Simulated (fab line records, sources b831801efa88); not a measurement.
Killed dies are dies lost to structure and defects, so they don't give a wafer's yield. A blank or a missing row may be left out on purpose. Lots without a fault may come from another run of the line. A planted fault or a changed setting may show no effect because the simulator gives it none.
Chamber matching | flow gf180mcu | GF_V3_CMP_04 on cmp-02: 4 sister chambers
The step polishes SiO2. 4 wafers are shown with their chamber, then 9 later ones without.

WAFERS WITH THEIR CHAMBER
wafer  | chamber | motor_current_A (A)
L508.2 | 2       | 11.6
L512.6 | 0       | 12.6
L514.1 | 1       | 14.3
L514.6 | 3       | 11.1

WAFERS WITHOUT THEIR CHAMBER
wafer  | motor_current_A (A)
L515.1 | 14.4
L515.4 | 11.4
L515.6 | 14.5
L517.2 | 12.5
L517.4 | 12.0
L517.6 | 14.9
L521.3 | 11.4
L521.5 | 12.7
L521.6 | 11.5

WHICH CHAMBER EACH WENT THROUGH
wafer  | from the rows above          | in truth
L515.1 | 1                            | 1
L515.4 | can't be placed: 2 or 3      | 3
L515.6 | 1                            | 1
L517.2 | 0                            | 0
L517.4 | can't be placed: 2 or 0 or 3 | 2
L517.6 | 1                            | 1
L521.3 | can't be placed: 2 or 3      | 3
L521.5 | 0                            | 0
L521.6 | can't be placed: 2 or 3      | 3
Placed correctly: 5 of 9. Can't be placed from these rows: 4 (the true chamber is among the candidates in 4). Placed wrongly: 0.
How it was worked out, from the rows above alone: a wafer's distance from a chamber is the root of the sum, over the readings, of the square of ((its reading less the chamber's mean) divided by the reading's scatter). The wafer belongs to the nearest chamber; if the next one is less than 2 further off, it can't be placed. A chamber's mean is the mean of its shown wafers. The scatter: with one shown wafer a chamber, the root of the mean of the squares of how far each hidden wafer lies from its nearest shown one.
